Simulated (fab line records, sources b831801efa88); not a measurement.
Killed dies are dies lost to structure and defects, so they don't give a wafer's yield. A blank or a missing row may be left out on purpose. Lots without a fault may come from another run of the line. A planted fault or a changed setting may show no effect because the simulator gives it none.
Which tool did it? | flow sky130 | 14 lots, 42 wafers sampled, at 7 steps of a route of 708

WHAT THE GAUGES READ, wafer by wafer
SKY_GATE_OXIDE_TW_MEAS_14.
lot  | measured     | on            | GATE_OXIDE_TW
L602 | day 14 01:25 | film_metro-04 | 226.5 226.7 226.1
L603 | day 14 07:20 | film_metro-01 | 224.0 224.8 225.2
L605 | day 14 19:50 | film_metro-04 | 226.5 227.0 227.9
L606 | day 15 10:43 | film_metro-03 | 221.2 220.8 220.7
L610 | day 17 00:20 | film_metro-03 | 219.3 220.6 219.5
L614 | day 18 13:34 | film_metro-01 | 225.0 223.8 225.3
L613 | day 18 14:14 | film_metro-04 | 224.2 225.6 223.7
L615 | day 18 14:23 | film_metro-03 | 220.8 218.9 220.3
L616 | day 19 00:47 | film_metro-04 | 225.0 224.7 225.8
L617 | day 19 07:40 | film_metro-03 | 219.4 219.9 220.8
L619 | day 19 18:28 | film_metro-01 | 222.3 223.2 223.5
L621 | day 20 11:28 | film_metro-03 | 219.2 219.3 219.1
L622 | day 20 21:05 | film_metro-04 | 224.2 224.7 224.9
L625 | day 21 21:58 | film_metro-04 | 225.9 226.5 226.1

SKY_POLY_GATE_CD_MEAS_22.
lot  | measured     | on        | cd_nm (nm)
L602 | day 16 14:20 | cd_sem-01 | 150.8 149.7 147.9
L603 | day 17 00:52 | cd_sem-01 | 149.8 145.8 148.5
L605 | day 17 11:54 | cd_sem-01 | 151.7 151.5 154.1
L606 | day 18 04:22 | cd_sem-01 | 149.6 151.7 147.6
L610 | day 20 05:16 | cd_sem-02 | 148.9 151.5 152.0
L614 | day 25 11:31 | cd_sem-01 | 151.0 149.9 149.9
L613 | day 25 11:50 | cd_sem-02 | 151.0 151.5 148.9
L615 | day 25 11:23 | cd_sem-01 | 151.1 152.0 148.8
L616 | day 25 11:45 | cd_sem-01 | 151.5 149.5 150.0
L617 | day 25 11:21 | cd_sem-02 | 147.6 149.1 151.1
L619 | day 25 12:07 | cd_sem-01 | - - -
L621 | day 25 11:38 | cd_sem-02 | 149.0 149.4 149.6
L622 | day 25 12:14 | cd_sem-01 | - - -
L625 | day 25 13:02 | cd_sem-02 | 148.1 146.8 152.5

SKY_LDD_N_OVL_MEAS_07.
lot  | measured     | on         | LDD_N_OVL (nm)
L602 | day 17 18:32 | overlay-01 | -1.7 -0.6 -2.4
L603 | day 18 05:35 | overlay-01 | -0.4 -1.0 -2.3
L605 | day 18 16:54 | overlay-02 | 0.6 -0.6 1.1
L606 | day 19 11:18 | overlay-02 | 0.7 1.2 1.4
L610 | day 21 10:26 | overlay-01 | -0.1 0.7 0.8
L614 | day 26 15:53 | overlay-02 | -1.2 2.2 0.1
L613 | day 26 16:29 | overlay-02 | -1.1 -1.5 -1.1
L615 | day 26 15:23 | overlay-01 | -1.6 -0.4 -0.4
L616 | day 26 16:17 | overlay-01 | -1.4 -0.5 -0.1
L617 | day 26 15:35 | overlay-02 | -0.5 -2.2 -2.4
L621 | day 26 16:11 | overlay-02 | -0.2 0.2 1.6
L625 | day 26 17:41 | overlay-02 | 0.8 -0.4 0.0

SKY_LDD_P_TW_MEAS_11.
lot  | measured     | on            | LDD_P_TW
L602 | day 19 02:20 | film_metro-03 | 621 621 623
L603 | day 19 13:59 | film_metro-04 | 641 643 644
L605 | day 20 01:25 | film_metro-01 | 642 639 637
L606 | day 20 20:10 | film_metro-01 | 640 639 640
L610 | day 22 14:36 | film_metro-01 | 641 642 638
L614 | day 27 21:59 | film_metro-03 | 628 634 631
L613 | day 28 00:05 | film_metro-04 | 643 643 642
L615 | day 27 21:12 | film_metro-04 | 640 643 643
L616 | day 27 22:54 | film_metro-03 | 630 633 633
L617 | day 27 21:59 | film_metro-01 | 638 638 635
L621 | day 27 22:35 | film_metro-01 | 639 639 638
L625 | day 28 03:14 | film_metro-04 | 640 645 641

WHICH TOOL RAN EACH LOT (tool, then ch and the chambers of the sampled wafers, then the start)
lot  | SKY_POLY_GATE_ETCH_15              | SKY_POLY_GATE_ETCH_16              | SKY_POLY_GATE_ETCH_17
L602 | rie_diel-02 ch 2,3, day 16 11:56   | rie_diel-02 ch 2,3, day 16 12:01   | rie_si-01 ch 1,2, day 16 12:07
L603 | rie_diel-02 ch 1,2,3, day 16 20:14 | rie_diel-02 ch 1,2,3, day 16 20:19 | rie_si-02 ch 1,2,3, day 16 20:25
L605 | rie_diel-03 ch 0,2,3, day 17 07:20 | rie_diel-03 ch 0,2,3, day 17 07:25 | rie_si-02 ch 0,1, day 17 07:31
L606 | rie_diel-04 ch 2,3, day 18 01:38   | rie_diel-04 ch 2,3, day 18 01:43   | rie_si-02 ch 0,1,2, day 18 01:49
L610 | rie_diel-02 ch 0,1,3, day 20 03:32 | rie_diel-02 ch 0,1,3, day 20 03:37 | rie_si-02 ch 0,1,3, day 20 03:43
L614 | rie_diel-02 ch 0,2,3, day 25 08:17 | rie_diel-02 ch 0,2,3, day 25 08:22 | rie_si-01 ch 0,1,3, day 25 08:28
L613 | rie_diel-02 ch 1,2,3, day 25 08:41 | rie_diel-02 ch 1,2,3, day 25 08:46 | rie_si-02 ch 0,1, day 25 08:52
L615 | rie_diel-04 ch 0,3, day 25 07:32   | rie_diel-04 ch 0,3, day 25 07:37   | rie_si-01 ch 0,1, day 25 07:43
L616 | rie_diel-03 ch 1,3, day 25 08:38   | rie_diel-03 ch 1,3, day 25 08:43   | rie_si-01 ch 0,1,2, day 25 08:49
L617 | rie_diel-03 ch 2,3, day 25 07:56   | rie_diel-03 ch 2,3, day 25 08:01   | rie_si-02 ch 2,3, day 25 08:07
L619 | rie_diel-02 ch 2,3, day 25 09:23   | rie_diel-02 ch 2,3, day 25 09:28   | rie_si-01 ch 0,1,3, day 25 09:34
L621 | rie_diel-04 ch 0,2, day 25 08:29   | rie_diel-04 ch 0,2, day 25 08:34   | rie_si-02 ch 1,2,3, day 25 08:40
L622 | rie_diel-03 ch 0,2, day 25 09:38   | rie_diel-03 ch 0,2, day 25 09:43   | rie_si-01 ch 0,1, day 25 09:49
L625 | rie_diel-03 ch 0,2,3, day 25 09:59 | rie_diel-03 ch 0,2,3, day 25 10:04 | rie_si-01 ch 0,2,3, day 25 10:10
- SKY_POLY_GATE_ETCH_15: etches BARC in N2/H2, stops on SiO2, time 118.5 s, target depth 110 nm.
- SKY_POLY_GATE_ETCH_16: etches Si3N4 in CH3F/O2, stops on poly-Si, time 147.5 s, target depth 75 nm.
- SKY_POLY_GATE_ETCH_17: etches poly-Si in HBr/Cl2, stops on SiO2, target depth 180 nm, time 70.5 s.

WHAT THE TOOLS THEMSELVES READ (means of the sampled wafers that have a number; where no wafer has one, the mark that the record gives instead)
SKY_POLY_GATE_ETCH_15.
lot  | tool        | bias_w (W) | chamber_pressure_mTorr (mTorr) | drypump_motor_current_A (A) | oes_product_au (a.u.) | throttle_valve_pct (%)
L602 | rie_diel-02 | 100.1      | 29.999                         | 5.5                         | 0.719                 | 13.208
L603 | rie_diel-02 | 99.8       | 30.017                         | 5.5                         | 0.710                 | 13.215
L605 | rie_diel-03 | 100.1      | 29.978                         | 5.7                         | 0.720                 | 13.204
L606 | rie_diel-04 | 100.0      | 29.995                         | 5.8                         | 0.716                 | 13.217
L610 | rie_diel-02 | 100.0      | 30.019                         | 5.9                         | 0.717                 | 13.224
L614 | rie_diel-02 | 100.0      | 29.990                         | 5.8                         | 0.716                 | 13.204
L613 | rie_diel-02 | 99.9       | 29.996                         | 5.5                         | 0.718                 | 13.212
L615 | rie_diel-04 | 99.9       | 29.998                         | 5.8                         | 0.717                 | 13.200
L616 | rie_diel-03 | 99.8       | 30.028                         | 5.4                         | 0.716                 | 13.216
L617 | rie_diel-03 | 100.0      | 30.017                         | 5.7                         | 0.718                 | 13.210
L619 | rie_diel-02 | -          | -                              | -                           | -                     | -
L621 | rie_diel-04 | 99.8       | 29.989                         | 5.6                         | 0.715                 | 13.216
L622 | rie_diel-03 | -          | -                              | -                           | -                     | -
L625 | rie_diel-03 | 100.0      | 30.005                         | 5.6                         | 0.717                 | 13.213

SKY_POLY_GATE_ETCH_16.
lot  | tool        | O2_flow_sccm (sccm) | bias_w (W) | drypump_motor_current_A (A) | oes_product_au (a.u.) | throttle_valve_pct (%)
L602 | rie_diel-02 | 30.06               | 80.13      | 5.5                         | 0.640                 | 10.531
L603 | rie_diel-02 | 30.02               | 80.05      | 5.5                         | 0.641                 | 10.530
L605 | rie_diel-03 | 30.00               | 80.02      | 5.6                         | 0.641                 | 10.544
L606 | rie_diel-04 | 29.98               | 80.03      | 5.8                         | 0.643                 | 10.536
L610 | rie_diel-02 | 30.08               | 79.98      | 5.9                         | 0.641                 | 10.542
L614 | rie_diel-02 | 30.00               | 80.16      | 5.8                         | 0.637                 | 10.534
L613 | rie_diel-02 | 30.02               | 79.75      | 5.5                         | 0.638                 | 10.542
L615 | rie_diel-04 | 29.93               | 80.08      | 5.8                         | 0.643                 | 10.522
L616 | rie_diel-03 | 29.96               | 79.74      | 5.4                         | 0.641                 | 10.534
L617 | rie_diel-03 | 29.96               | 80.32      | 5.7                         | 0.643                 | 10.533
L619 | rie_diel-02 | 30.08               | 79.96      | 5.3                         | 0.379                 | 10.496
L621 | rie_diel-04 | 30.11               | 80.13      | 5.6                         | 0.643                 | 10.533
L622 | rie_diel-03 | 29.99               | 80.09      | 5.6                         | 0.375                 | 10.511
L625 | rie_diel-03 | 29.94               | 79.99      | 5.7                         | 0.641                 | 10.542

SKY_POLY_GATE_ETCH_17.
lot  | tool      | HBr_flow_sccm (sccm) | bias_w (W) | drypump_motor_current_A (A) | oes_product_au (a.u.) | throttle_valve_pct (%)
L602 | rie_si-01 | 150.4                | 99.80      | 5.68                        | 0.976                 | 33.682
L603 | rie_si-02 | 150.4                | 99.97      | 5.54                        | 0.980                 | 33.683
L605 | rie_si-02 | 149.8                | 99.88      | 5.57                        | 0.987                 | 33.678
L606 | rie_si-02 | 150.3                | 100.11     | 5.49                        | 0.985                 | 33.679
L610 | rie_si-02 | 150.1                | 99.94      | 5.63                        | 0.988                 | 33.674
L614 | rie_si-01 | 150.1                | 100.16     | 5.68                        | 0.979                 | 33.685
L613 | rie_si-02 | 150.0                | 99.94      | 5.58                        | 0.989                 | 33.689
L615 | rie_si-01 | 150.3                | 100.10     | 5.50                        | 0.989                 | 33.687
L616 | rie_si-01 | 150.2                | 99.88      | 5.53                        | 0.982                 | 33.686
L617 | rie_si-02 | 150.0                | 99.90      | 5.66                        | 0.991                 | 33.688
L619 | rie_si-01 | 150.3                | 100.27     | 5.69                        | 0.274                 | 33.687
L621 | rie_si-02 | 149.8                | 99.91      | 5.54                        | 0.995                 | 33.690
L622 | rie_si-01 | 150.0                | 99.99      | 5.36                        | 0.273                 | 33.687
L625 | rie_si-01 | 150.3                | 100.05     | 5.73                        | 0.984                 | 33.685

THE ANSWER, worked out from the rows above alone
Rule: what is usual is taken from the lots themselves. Put in order of their means at a reading, lots are off if they are a third of the lots or fewer, leave a main group of 4 or more, and stand apart from it by a gap of 3 or more times the standard deviation of the main group's means; of several such gaps the widest counts. A main group whose means are all the same, to the digits that the tables above print for the reading, isn't used. A lot without any number at a reading at which 4 lots or more have one is off too. The other lots that the step has rows for count as sound. The gauges are gone through in route order, then the tools' own readings, and for those a lot's mean is taken as printed above. The first step at which some lot is off is used, and at that step the reading that is off furthest; a lot without a number counts as furthest.
Off: L619, L622, at SKY_POLY_GATE_CD_MEAS_22 (cd_nm). Without a number there: L619, L622. The main group: mean 150.0 nm, standard deviation 1.1.
A tool fits if, at a process step before that reading, it ran every lot that is off, and no sound lot after the first of them. The gauges at SKY_POLY_GATE_CD_MEAS_22 aren't tried: what is off there is off at SKY_POLY_GATE_ETCH_15 too, on other tools, and a gauge's error can't cause that. None of those tried fits.

WHAT THE SIMULATOR HAD PUT IN
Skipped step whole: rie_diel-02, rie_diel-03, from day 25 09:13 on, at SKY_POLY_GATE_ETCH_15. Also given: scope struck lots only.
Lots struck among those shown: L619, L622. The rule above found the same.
